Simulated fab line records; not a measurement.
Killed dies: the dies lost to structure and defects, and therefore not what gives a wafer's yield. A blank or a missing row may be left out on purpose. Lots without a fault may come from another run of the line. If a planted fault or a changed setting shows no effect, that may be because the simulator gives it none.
fab line records	flow sky130
[record] lots = 6	wafers = 17	last_day = 50
route steps=708 shown VIA4@651 METAL5@661 PAD_OPEN@708
lots untouched by any fault: they come from a run of this same line in which no faults occurred
start_h: hours from the record's opening day to when the first of the lot's shown wafers began	wait_h: hours elapsed since this lot's preceding step	" same as the row above	L1.1+2: one row covering several wafers at once	- no value present, or no start provided	* or withheld: withheld	< > ~ a bound
route shown NAME@n: names a module that has steps shown in the file, with the first one's number in the route	usual: mean/standard deviation of fault-free wafers	same: alike in all rows	chamber/n: place in a boat	sites: each site's reading	_std_site: standard deviation of those values	_edge_site: outer sites' mean less inner sites'	radius_mm: for every site, how far away it sits from the centre of the wafer	mask NAME#n: copy n	behind: tool/chamber where the wafer was last shaped	hold: the reason the lot was held/the length of the hold in hours/how it ended	device: whichever transistor did not switch (one of n, p or np)	end of line: tests of these same wafers at the route's end	for a step that has no rows: nothing shown but its recipe	killed: not the wafer's yield, but the dies lost to structure and defects at the first sort	map: a wafer's dies, marking killed ones x, the rest . and places with no die _
set.NAME: the setting that was run; set.NAME@STEP: the one run at that earlier step	model.NAME: the simulator's own value behind a step, which no gauge read
lots at some steps of the route; a table a step, a row a wafer
services: a tool's chamber out of use, with start hour (start_h, from the record's first day; less than 0 if before it), hours out, and reason
[[steps]]
[step SKY_VIA4_ETCH_12]
[recipe] target = SiO2	chemistry = C4F8/O2/Ar	stop_on = TiN	mask_material = NOVOLAK	source_w = 1500	bias_w = 1200	pressure_mtorr = 40	c4f8_flow_sccm = withheld	O2_flow_sccm = 6	Ar_flow_sccm = 300	time_s = withheld	target_depth_a = 5800
[usual] oes_product_au = 0.925/0.0051
lot.wafer	tool	chamber	start_h	wait_h	oes_product_au
L505.2	rie_diel-03	3	1025.19	0.0	0.920
L505.4	"	2	"	"	0.920
L505.6	"	2	"	"	0.923
L513.1	rie_diel-03	1	1080.69	0.0	0.926
L513.4	"	0	"	"	0.918
L515.1	rie_diel-03	2	1096.75	0.0	0.928
L515.3	"	1	"	"	0.918
L515.6	"	2	"	"	0.920
L521.2	rie_diel-02	3	1128.86	0.0	0.927
L521.3	"	1	"	"	0.912
L521.5	"	1	"	"	0.928
L520.1	rie_diel-03	0	1131.74	0.0	0.933
L520.2	"	3	"	"	0.920
L520.6	"	3	"	"	0.934
L523.1	rie_diel-04	2	1137.41	0.0	0.935
L523.2	"	0	"	"	0.930
L523.3	"	1	"	"	0.929
[step SKY_VIA4_STRIP_13]
[recipe] chemistry = O2/N2	power_w = 1400	pressure_mtorr = 1500	platen_temp_c = withheld	o2_flow_sccm = 3000	n2_flow_sccm = 300	overash_fraction = 0.5
[usual] drypump_motor_current_A = 5.50/0.27	oes_product_au = 0.709/0.0046	strip_time_to_endpoint_s = 12.80/0.03
lot.wafer	tool	chamber	start_h	wait_h	drypump_motor_current_A	oes_product_au	rf_hours_counter_h	strip_time_to_endpoint_s
L505.2	plasma_asher-01	1	1025.26	-	5.52	0.704	31	12.77
L505.4	"	0	"	"	5.55	0.711	-	12.80
L505.6	"	1	"	"	5.52	0.710	-	12.82
L513.1	plasma_asher-01	0	1080.76	-	5.56	0.714	37	12.82
L513.4	"	0	"	"	5.58	0.710	-	12.79
L515.1	plasma_asher-03	1	1096.83	-	5.57	0.710	68	12.84
L515.3	"	0	"	"	5.54	0.701	-	12.80
L515.6	"	1	"	"	5.57	0.699	-	12.81
L521.2	plasma_asher-03	1	1128.93	-	5.58	0.716	72	12.75
L521.3	"	0	"	"	5.56	0.716	-	12.69
L521.5	"	0	"	"	5.55	0.714	-	12.75
L520.1	plasma_asher-03	1	1131.81	-	5.55	0.710	72	12.76
L520.2	"	0	"	"	5.54	0.710	72	12.77
L520.6	"	0	"	"	5.56	0.708	-	12.81
L523.1	plasma_asher-03	0	1137.48	-	5.55	0.717	72	12.80
L523.2	"	1	"	"	5.56	0.709	72	12.82
L523.3	"	0	"	"	5.54	0.715	-	12.84
[step SKY_VIA4_STRIP_14]
[recipe] chemistry = post_etch_residue_remover	time_s = 1200	temp_c = 72.5
[step SKY_VIA4_CLEAN_15]
[recipe] chemistry = IPA	time_s = 180	temp_c = 25
[step SKY_VIA4_CLEAN_16]
[recipe] chemistry = O3/DIW	dry = n2_spin
[step SKY_VIA4_SPUTTER_17]
[recipe] material = TiN	target_thk_nm = 20	chamber_pressure_pa = 5	power_w = 4000	time_s = 80
[usual] throttle_valve_pct = 30.4/1.1
lot.wafer	tool	chamber	start_h	wait_h	throttle_valve_pct
L505.2	pvd_sputter-01	-	1025.85	0.0	30.8
L505.4	"	-	"	"	32.4
L505.6	"	-	"	"	29.0
L513.1	pvd_sputter-02	-	1081.36	0.0	29.5
L513.4	"	-	"	"	29.2
L515.1	pvd_sputter-01	-	1097.43	0.0	32.4
L515.3	"	-	"	"	29.2
L515.6	"	-	"	"	29.1
L521.2	pvd_sputter-03	-	1129.95	0.0	32.0
L521.3	"	-	"	"	30.3
L521.5	"	-	"	"	31.9
L520.1	pvd_sputter-02	-	1132.40	0.0	31.4
L520.2	"	-	"	"	29.7
L520.6	"	-	"	"	28.9
L523.1	pvd_sputter-01	-	1138.07	0.0	29.7
L523.2	"	-	"	"	29.5
L523.3	"	-	"	"	32.2
[step SKY_VIA4_CVD_18]
[recipe] material = W	target_thk_nm = 505	time_s = 152.14	temp_c = 400	pressure_torr = 40
[step SKY_VIA4_RS_MEAS_19]
[recipe] thk_meas_gauge = four-point-probe	reads = W_of_VIA4_CVD_18+TiN_of_VIA4_SPUTTER_17
[usual] VIA4_W_RS = 0.225/0.0044
lot.wafer	tool	chamber	start_h	wait_h	VIA4_W_RS[ohm/sq]
L505.2	film_metro-03	-	1026.09	0.1	0.225
L505.4	"	-	"	"	0.224
L505.6	"	-	"	"	0.224
L513.1	film_metro-02	-	1081.58	0.1	0.228
L513.4	"	-	"	"	0.226
L515.1	film_metro-01	-	1097.64	0.1	0.218
L515.3	"	-	"	"	0.219
L515.6	"	-	"	"	0.217
L521.2	film_metro-03	-	1130.19	0.1	0.227
L521.3	"	-	"	"	0.231
L521.5	"	-	"	"	0.227
L520.1	film_metro-03	-	1132.62	0.1	0.218
L520.2	"	-	"	"	0.225
L520.6	"	-	"	"	0.225
L523.1	film_metro-02	-	1138.28	0.1	0.227
L523.2	"	-	"	"	0.229
L523.3	"	-	"	"	0.224
[step SKY_VIA4_THK_MEAS_20]
[recipe] thk_meas_gauge = xrf	reads = W_of_VIA4_CVD_18
[usual] VIA4_W_THK = 497/9.5
lot.wafer	tool	chamber	start_h	wait_h	VIA4_W_THK[nm]
L505.2	film_metro-03	-	1026.20	0.1	498
L505.4	"	-	"	"	498
L505.6	"	-	"	"	503
L513.1	film_metro-02	-	1081.70	0.1	488
L513.4	"	-	"	"	494
L515.1	film_metro-01	-	1097.76	0.1	521
L515.3	"	-	"	"	516
L515.6	"	-	"	"	518
L521.2	film_metro-03	-	1130.30	0.1	497
L521.3	"	-	"	"	487
L521.5	"	-	"	"	497
L520.1	film_metro-03	-	1132.74	0.1	521
L520.2	"	-	"	"	501
L520.6	"	-	"	"	501
L523.1	film_metro-02	-	1138.40	0.1	492
L523.2	"	-	"	"	483
L523.3	"	-	"	"	496
[step SKY_VIA4_CMP_21]
[recipe] stop_on = SiO2	t_overpolish_s = 25	down_force_psi = 3.5	platen_rpm = 60	target_thk_nm = 0	pad_velocity_m_s = 0.94248
[step SKY_METAL5_SPUTTER_00]
[recipe] material = Ti	target_thk_nm = 15	power_w = 3000	time_s = 10	chamber_pressure_pa = 0.4
[usual] throttle_valve_pct = 30.2/0.86
lot.wafer	tool	chamber	start_h	wait_h	throttle_valve_pct
L505.2	pvd_sputter-04	-	1026.55	0.1	30.2
L505.4	"	-	"	"	30.0
L505.6	"	-	"	"	30.0
L513.1	pvd_sputter-04	-	1082.06	0.2	30.3
L513.4	"	-	"	"	30.6
L515.1	pvd_sputter-04	-	1098.12	0.2	30.6
L515.3	"	-	"	"	29.8
L515.6	"	-	"	"	29.2
L521.2	pvd_sputter-01	-	1130.65	0.2	29.9
L521.3	"	-	"	"	32.1
L521.5	"	-	"	"	31.1
L520.1	pvd_sputter-01	-	1133.10	0.1	29.8
L520.2	"	-	"	"	29.2
L520.6	"	-	"	"	29.5
L523.1	pvd_sputter-02	-	1138.76	0.2	29.8
L523.2	"	-	"	"	31.5
L523.3	"	-	"	"	30.2
[step SKY_METAL5_SPUTTER_01]
[recipe] material = TiN	target_thk_nm = 20	power_w = 6500	time_s = 16.7	chamber_pressure_pa = 0.4
[step SKY_METAL5_SPUTTER_02]
[recipe] material = AlCu	target_thk_nm = 1150	power_w = 10600	time_s = 61.2	chamber_pressure_pa = 0.4
[usual] throttle_valve_pct = 30.2/0.84
lot.wafer	tool	chamber	start_h	wait_h	throttle_valve_pct	model.AlCu_of_METAL5_SPUTTER_02.thk_nm
L505.2	pvd_sputter-04	-	1026.60	0.0	30.2	1133
L505.4	"	-	"	"	29.7	1143
L505.6	"	-	"	"	29.9	1148
L513.1	pvd_sputter-04	-	1082.10	0.0	30.2	1155
L513.4	"	-	"	"	31.0	1337
L515.1	pvd_sputter-04	-	1098.17	0.0	30.5	1159
L515.3	"	-	"	"	29.8	1338
L515.6	"	-	"	"	29.4	1147
L521.2	pvd_sputter-01	-	1130.69	0.0	29.8	1143
L521.3	"	-	"	"	32.1	1136
L521.5	"	-	"	"	30.7	1145
L520.1	pvd_sputter-01	-	1133.15	0.0	29.9	1158
L520.2	"	-	"	"	29.4	1169
L520.6	"	-	"	"	29.2	1164
L523.1	pvd_sputter-02	-	1138.81	0.0	29.6	1153
L523.2	"	-	"	"	31.5	1148
L523.3	"	-	"	"	30.1	1144
[step SKY_METAL5_SPUTTER_03]
[recipe] material = Ti	target_thk_nm = 5	power_w = 3000	time_s = 3.3	chamber_pressure_pa = 0.4
[step SKY_METAL5_SPUTTER_04]
[recipe] material = TiN	target_thk_nm = 70	power_w = 6500	time_s = 58.3	chamber_pressure_pa = 0.4
[step SKY_METAL5_RS_MEAS_05]
[recipe] thk_meas_gauge = four-point-probe	reads = TiN_of_METAL5_SPUTTER_04+Ti_of_METAL5_SPUTTER_03+AlCu_of_METAL5_SPUTTER_02+TiN_of_METAL5_SPUTTER_01+Ti_of_METAL5_SPUTTER_00
[usual] METAL5_ALCU_RS = 0.027/0.00024
lot.wafer	tool	chamber	start_h	wait_h	METAL5_ALCU_RS[ohm/sq]
L505.2	film_metro-02	-	1026.73	0.0	0.02744
L505.4	"	-	"	"	0.02717
L505.6	"	-	"	"	0.02704
L513.1	film_metro-02	-	1082.22	0.0	0.02692
L513.4	"	-	"	"	0.02322
L515.1	film_metro-02	-	1098.29	0.0	0.02684
L515.3	"	-	"	"	0.02316
L515.6	"	-	"	"	0.0271
L521.2	film_metro-02	-	1130.83	0.0	0.02726
L521.3	"	-	"	"	0.02733
L521.5	"	-	"	"	0.02718
L520.1	film_metro-04	-	1133.26	0.0	0.02692
L520.2	"	-	"	"	0.0266
L520.6	"	-	"	"	0.02674
L523.1	film_metro-04	-	1138.93	0.0	0.02702
L523.2	"	-	"	"	0.02703
L523.3	"	-	"	"	0.02723
[step SKY_METAL5_THK_MEAS_06]
[recipe] thk_meas_gauge = xrf	reads = AlCu_of_METAL5_SPUTTER_02
[usual] METAL5_ALCU_THK = 1151/11
lot.wafer	tool	chamber	start_h	wait_h	METAL5_ALCU_THK[nm]
L505.2	film_metro-02	-	1026.84	0.1	1130
L505.4	"	-	"	"	1142
L505.6	"	-	"	"	1147
L513.1	film_metro-02	-	1082.34	0.1	1153
L513.4	"	-	"	"	1339
L515.1	film_metro-02	-	1098.41	0.1	1154
L515.3	"	-	"	"	1333
L515.6	"	-	"	"	1145
L521.2	film_metro-02	-	1130.94	0.1	1153
L521.3	"	-	"	"	1145
L521.5	"	-	"	"	1145
L520.1	film_metro-04	-	1133.38	0.1	1166
L520.2	"	-	"	"	1174
L520.6	"	-	"	"	1167
L523.1	film_metro-04	-	1139.05	0.1	1161
L523.2	"	-	"	"	1155
L523.3	"	-	"	"	1150
[step SKY_METAL5_DEHYDRATE_07]
[recipe] temp_c = 200	time_s = 60
[step SKY_METAL5_HMDS_08]
[recipe] prime_time_s = 60	prime_temp_c = 120
[step SKY_METAL5_COAT_09]
[recipe] resist = NOVOLAK	spin_rpm = 3000	resist_thk_nm = 1800
[step SKY_METAL5_SOFTBAKE_10]
[recipe] temp_c = 90	time_s = 60	resist = NOVOLAK
[step SKY_METAL5_EXPOSE_11]
[recipe] mask_id = MM5	na = 0.6	source_shape = conventional	sigma_outer = 0.6	polarization = unpolarized	target_cd_nm = 1600	dose_mj = 190
[step SKY_METAL5_PEB_12]
[recipe] temp_c = withheld	time_s = *	resist = NOVOLAK
[step SKY_METAL5_DEVELOP_13]
[recipe] resist = NOVOLAK	developer = TMAH	develop_time_s = 60	dev_temp_c = 23
[step SKY_METAL5_DESCUM_14]
[recipe] chemistry = O2	source_power_w = 150	bias_power_w = 0	pressure_mtorr = 10	temp_c = 40	time_s = 11
[usual] drypump_motor_current_A = 5.5/0.38	oes_product_au = 1.001/0.0086
lot.wafer	tool	chamber	start_h	wait_h	drypump_motor_current_A	oes_product_au	rf_hours_counter_h
L505.2	rie_metal-01	1	1050.35	0.1	5.9	1.003	24
L505.4	"	0	"	"	5.2	0.999	-
L505.6	"	0	"	"	5.2	1.000	-
L513.1	rie_metal-02	1	1102.17	0.1	6.0	1.010	20
L513.4	"	0	"	"	5.0	1.001	-
L515.1	rie_metal-02	1	1118.58	0.1	6.0	1.000	21
L515.3	"	1	"	"	6.0	1.001	-
L515.6	"	0	"	"	5.1	1.004	-
L521.2	rie_metal-01	1	1149.03	0.1	5.9	0.990	31
L521.3	"	1	"	"	5.9	0.998	-
L521.5	"	0	"	"	5.2	1.003	-
L520.1	rie_metal-02	0	1151.50	0.1	5.0	1.020	21
L520.2	"	1	"	"	6.0	1.011	23
L520.6	"	0	"	"	5.0	1.002	-
L523.1	rie_metal-01	1	1156.87	0.1	5.9	0.988	32
L523.2	"	0	"	"	5.2	0.998	14
L523.3	"	0	"	"	5.2	0.995	-
[step SKY_METAL5_METAL_ETCH_15]
[recipe] target_depth_a = 12600	stop_on = SiO2	over_etch_frac = 0.2	time_s = 252	chemistry = Cl2/BCl3	resist_sidewall_deg = 86	pressure_mtorr = 10	icp_w = 900	bias_w = 48.5	Cl2_flow_sccm = 60	bcl3_flow_sccm = 30
[usual] bcl3_flow_sccm = 30.00/0.083	drypump_motor_current_A = 5.5/0.37	oes_product_au = 0.894/0.0058	throttle_valve_pct = 22.264/0.0094
lot.wafer	tool	chamber	start_h	wait_h	bcl3_flow_sccm	drypump_motor_current_A	oes_product_au	rf_hours_counter_h	throttle_valve_pct
L505.2	rie_metal-01	1	1050.39	0.0	30.03	5.9	0.898	24	22.262
L505.4	"	0	"	"	30.10	5.2	0.888	-	22.244
L505.6	"	0	"	"	30.05	5.2	0.895	-	22.276
L513.1	rie_metal-02	1	1102.20	0.0	29.97	6.0	0.889	20	22.253
L513.4	"	0	"	"	29.99	5.0	0.966	-	22.263
L515.1	rie_metal-02	1	1118.62	0.0	29.98	6.0	0.886	21	22.271
L515.3	"	1	"	"	29.96	6.0	0.963	-	22.256
L515.6	"	0	"	"	29.95	5.1	0.892	-	22.270
L521.2	rie_metal-01	1	1149.07	0.0	30.08	5.9	0.887	31	22.274
L521.3	"	1	"	"	30.00	5.9	0.892	-	22.263
L521.5	"	0	"	"	30.11	5.2	0.890	-	22.258
L520.1	rie_metal-02	0	1151.54	0.0	29.97	5.1	0.893	21	22.274
L520.2	"	1	"	"	30.11	6.0	0.889	23	22.264
L520.6	"	0	"	"	29.96	5.1	0.907	-	22.251
L523.1	rie_metal-01	1	1156.90	0.0	29.84	5.9	0.901	32	22.263
L523.2	"	0	"	"	29.92	5.2	0.901	14	22.260
L523.3	"	0	"	"	29.90	5.2	0.898	-	22.250
[step SKY_METAL5_STRIP_16]
[recipe] chemistry = O2/N2	power_w = 1400	pressure_mtorr = 1500	platen_temp_c = withheld	o2_flow_sccm = 3000	n2_flow_sccm = 300	overash_fraction = 0.5
[step SKY_PAD_OPEN_PROBE_99]
[usual] defect_limited_yield = 82.5/2	killed_at_M0_to_M3 = 44/7	killed_at_M4_up = 3.0/1.7	killed_at_contacts = 24/5.2	killed_at_front_end = 15/4.8	killed_at_other = 0.2/0.56	killed_dies = 86/9.7	killed_open = 47/7.1	killed_short = 39/6.3	sort_bin_3_pad_short = 0.9/0.4	sort_bin_5_function = 10.3/1.6	sort_bin_6_memory = 6.3/1.2	sort_n_pass = 406/9.7	sort_yield_pct = 82.5/2
[same] gross_dies = 492	killed_at_back_side = 0	sort_bin_4_leakage[%] = 0	sort_bin_8_speed[%] = 0
lot.wafer	tool	chamber	start_h	wait_h	defect_limited_yield[%]	killed_at_M0_to_M3	killed_at_M4_up	killed_at_contacts	killed_at_front_end	killed_at_other	killed_dies	killed_open	killed_short	sort_bin_3_pad_short[%]	sort_bin_5_function[%]	sort_bin_6_memory[%]	sort_n_pass	sort_yield_pct[%]	model.etest.met5_comb.leak_log10_a_um	model.etest.met5.rs_ohm_sq	model.etest.met5.line_ohm_um
L505.2	prober-01	-	1097.49	0.1	82.3	50	3	23	11	0	87	42	45	0.8	11.0	5.9	405	82.3	-12.1	0.02775	0.01727
L505.4	prober-01	-	1097.59	0.2	84.6	43	1	26	6	0	76	42	34	1.2	8.7	5.5	416	84.6	-11.99	0.02749	0.01715
L505.6	prober-01	-	1097.69	0.2	82.1	48	3	23	13	1	88	52	36	0.6	10.8	6.5	404	82.1	-12.09	0.02715	0.01696
L513.1	prober-01	-	1144.77	0.1	81.5	44	5	25	16	1	91	42	49	1.6	9.8	7.1	401	81.5	-12.1	0.02671	0.01669
L513.4	prober-01	-	1144.92	0.2	82.3	51	6	17	13	0	87	54	33	1.0	9.8	6.9	405	82.3	-11.77	0.02337	0.01465
L515.1	prober-01	-	1159.54	0.1	83.1	34	6	22	21	0	83	51	31	0.8	8.3	7.7	409	83.1	-12	0.02709	0.01697
L515.3	prober-01	-	1159.64	0.2	79.7	49	1	28	22	0	100	55	45	0.4	12.6	7.3	392	79.7	-11.55	0.02342	0.01469
L515.6	prober-01	-	1159.79	0.2	80.9	51	7	23	12	1	94	48	46	1.2	12.2	5.7	398	80.9	-12.16	0.02731	0.0171
L521.2	prober-01	-	1187.80	0.1	79.1	47	2	30	23	1	103	64	37	0.2	12.0	8.7	389	79.1	-11.84	0.02713	0.017
L521.3	prober-01	-	1187.85	0.2	82.7	39	3	26	17	0	85	45	40	0.4	11.0	5.9	407	82.7	-11.92	0.02752	0.01729
L521.5	prober-01	-	1187.95	0.2	84.8	37	3	18	17	0	75	34	41	0.8	7.9	6.5	417	84.8	-11.94	0.02722	0.01709
L520.1	prober-02	-	1189.03	0.1	82.1	39	3	35	11	0	88	49	39	1.0	10.8	6.1	404	82.1	-11.86	0.02668	0.01673
L520.2	prober-02	-	1189.08	0.1	80.5	47	3	27	18	1	96	54	42	1.0	11.0	7.5	396	80.5	-11.78	0.02668	0.01671
L520.6	prober-02	-	1189.28	0.2	85.0	35	3	14	22	0	74	36	38	0.2	7.1	7.7	418	85.0	-11.91	0.02675	0.01679
L523.1	prober-02	-	1193.95	0.1	78.7	54	4	27	20	0	105	62	43	0.2	14.4	6.7	387	78.7	-11.8	0.02688	0.01678
L523.2	prober-02	-	1194.00	0.1	79.7	43	4	32	21	0	100	57	43	0.4	12.6	7.3	392	79.7	-12.18	0.02708	0.01693
L523.3	prober-02	-	1194.05	0.2	83.1	36	2	30	15	0	83	50	33	0.8	11.2	4.9	409	83.1	-12.06	0.02744	0.01715
// killed by level:class
L505.2 CONTACT:geometric_particle:open=10 LOCAL_INTERCONNECT:geometric_particle:short=9 VIA1:geometric_particle:open=9 VIA1:geometric_particle:short=9 VIA2:geometric_particle:open=7 VIA3:geometric_particle:open=7 VIA3:geometric_particle:short=5 METAL2:geometric_particle:short=4
L505.4 VIA1:geometric_particle:open=14 VIA3:geometric_particle:open=9 CONTACT:geometric_particle:open=8 LOCAL_INTERCONNECT:geometric_particle:short=7 METAL2:geometric_particle:short=6 CONTACT:geometric_particle:short=4 LI_CONTACT:geometric_particle:short=3 LI_CONTACT:geometric_particle:open=3
L505.6 VIA2:geometric_particle:open=11 VIA1:geometric_particle:open=11 CONTACT:geometric_particle:open=10 VIA1:geometric_particle:short=7 LOCAL_INTERCONNECT:geometric_particle:short=5 FIELD_ISO:geometric_particle:open=4 LI_CONTACT:geometric_particle:open=4 METAL1:geometric_particle:short=4
L513.1 VIA1:geometric_particle:open=9 LI_CONTACT:geometric_particle:open=8 METAL2:geometric_particle:short=7 METAL1:geometric_particle:short=6 CONTACT:geometric_particle:short=6 CONTACT:geometric_particle:open=6 VIA1:geometric_particle:short=6 FIELD_ISO:geometric_particle:short=5
L513.4 VIA1:geometric_particle:open=11 CONTACT:geometric_particle:open=9 METAL1:geometric_particle:short=8 METAL2:geometric_particle:short=7 VIA2:geometric_particle:open=6 VIA3:geometric_particle:open=5 FIELD_ISO:geometric_particle:open=4 POLY_GATE:geometric_particle:open=4
L515.1 CONTACT:geometric_particle:open=8 POLY_GATE:geometric_particle:open=7 LI_CONTACT:geometric_particle:open=6 VIA1:geometric_particle:short=6 VIA1:geometric_particle:open=6 FIELD_ISO:geometric_particle:open=5 VIA3:geometric_particle:open=5 VIA2:geometric_particle:open=5
L515.3 VIA1:geometric_particle:open=12 LI_CONTACT:geometric_particle:open=10 CONTACT:geometric_particle:open=8 POLY_GATE:geometric_particle:short=8 VIA1:geometric_particle:short=8 FIELD_ISO:geometric_particle:open=7 POLY_GATE:geometric_particle:open=6 VIA2:geometric_particle:open=6
L515.6 VIA1:geometric_particle:open=10 LI_CONTACT:geometric_particle:open=9 METAL4:geometric_particle:short=7 VIA3:geometric_particle:open=7 VIA2:geometric_particle:open=7 CONTACT:geometric_particle:open=7 FIELD_ISO:geometric_particle:short=6 METAL1:geometric_particle:short=6
L521.2 VIA3:geometric_particle:open=12 VIA1:geometric_particle:open=12 CONTACT:geometric_particle:open=8 FIELD_ISO:geometric_particle:open=7 LI_CONTACT:geometric_particle:open=7 CONTACT:geometric_particle:short=7 VIA2:geometric_particle:open=6 POLY_GATE:geometric_particle:open=5
L521.3 VIA1:geometric_particle:open=10 FIELD_ISO:geometric_particle:open=7 LI_CONTACT:geometric_particle:open=7 METAL2:geometric_particle:short=7 LI_CONTACT:geometric_particle:short=5 LOCAL_INTERCONNECT:geometric_particle:short=5 CONTACT:geometric_particle:open=5 METAL1:geometric_particle:short=5
L521.5 VIA1:geometric_particle:open=11 FIELD_ISO:geometric_particle:short=6 LI_CONTACT:geometric_particle:open=5 CONTACT:geometric_particle:short=5 METAL1:geometric_particle:short=5 VIA1:geometric_particle:short=5 FIELD_ISO:geometric_particle:open=4 VIA3:geometric_particle:short=4
L520.1 CONTACT:geometric_particle:open=13 VIA1:geometric_particle:open=11 LI_CONTACT:geometric_particle:open=9 VIA1:geometric_particle:short=7 CONTACT:geometric_particle:short=6 VIA2:geometric_particle:open=5 POLY_GATE:geometric_particle:short=4 LOCAL_INTERCONNECT:geometric_particle:short=4
L520.2 CONTACT:geometric_particle:open=14 VIA1:geometric_particle:open=9 VIA3:geometric_particle:open=9 METAL2:geometric_particle:short=9 FIELD_ISO:geometric_particle:short=6 VIA2:geometric_particle:open=6 POLY_GATE:geometric_particle:short=5 LI_CONTACT:geometric_particle:open=5
L520.6 VIA1:geometric_particle:open=9 METAL1:geometric_particle:short=6 LI_CONTACT:geometric_particle:open=5 POLY_GATE:geometric_particle:short=5 FIELD_ISO:geometric_particle:short=4 VIA3:geometric_particle:open=4 FIELD_ISO:geometric_particle:open=3 SPACER:geometric_particle:open=3
L523.1 VIA1:geometric_particle:open=18 CONTACT:geometric_particle:open=11 LI_CONTACT:geometric_particle:open=9 FIELD_ISO:geometric_particle:open=7 METAL1:geometric_particle:short=7 VIA3:geometric_particle:short=6 FIELD_ISO:geometric_particle:short=4 VIA3:geometric_particle:open=4
L523.2 CONTACT:geometric_particle:open=17 VIA1:geometric_particle:open=11 CONTACT:geometric_particle:short=8 VIA1:geometric_particle:short=8 FIELD_ISO:geometric_particle:open=7 FIELD_ISO:geometric_particle:short=6 VIA3:geometric_particle:open=6 METAL1:geometric_particle:short=6
L523.3 CONTACT:geometric_particle:open=10 LI_CONTACT:geometric_particle:open=10 VIA1:geometric_particle:open=8 VIA2:geometric_particle:open=8 FIELD_ISO:geometric_particle:short=5 LOCAL_INTERCONNECT:geometric_particle:short=5 METAL1:geometric_particle:short=4 VIA3:geometric_particle:open=4
[[services]]
tool	chamber	start_h	hours	kind
rie_diel-04	3	1030.07	-	clean
rie_diel-04	3	1030.07	36.6	scheduled_down
rie_diel-04	3	1030.07	36.6	vent_cycle
pvd_sputter-04	-	1049.80	10.7	repair
pvd_sputter-04	-	1066.53	0.6	repair
rie_metal-02	0	1069.45	2.6	repair
rie_diel-02	1	1071.83	-	clean
rie_diel-02	1	1071.83	35.1	scheduled_down
rie_diel-02	1	1071.83	35.1	vent_cycle
rie_metal-02	-	1107.97	0.6	repair
rie_diel-03	-	1117.05	1.1	repair
pvd_sputter-04	-	1122.99	1.6	repair
pvd_sputter-01	-	1128.82	1.4	repair
rie_metal-02	1	1138.93	8.5	repair
rie_diel-03	0	1139.26	22.1	repair
rie_diel-03	3	1139.89	5.4	repair
[[key]]
[first_sign] step = SKY_METAL5_RS_MEAS_05	reading = METAL5_ALCU_RS	direction = down	sigmas = 16	usual = 0.027	struck = 0.02319
[effect] step = SKY_METAL5_THK_MEAS_06	reading = METAL5_ALCU_THK	direction = up	sigmas = 17	usual = 1151	struck = 1336
[effect] step = SKY_METAL5_METAL_ETCH_15	reading = oes_product_au	direction = up	sigmas = 12	usual = 0.894	struck = 0.965
[model_effect] step = SKY_METAL5_SPUTTER_02	value = AlCu_of_METAL5_SPUTTER_02.thk_nm	without = 1160	struck = 1338
[model_effect] step = SKY_PAD_OPEN_PROBE_99	value = etest.met5_comb.leak_log10_a_um	without = -11.9	struck = -11.66
met_at SKY_METAL5_SPUTTER_02
struck_wafers L513.4,L515.3
onset_between 1026.60 1082.10
[fault] kind = process_parameter_drift	tool = pvd_sputter-04	chamber = -	onset_h = 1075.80	steps = SKY_METAL5_SPUTTER_02	channel = target_thk_nm	offset = 178.14	shape = step	end_h = 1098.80	scope = struck_wafers_only	acts_in = these_recipes_only	stated = 1150
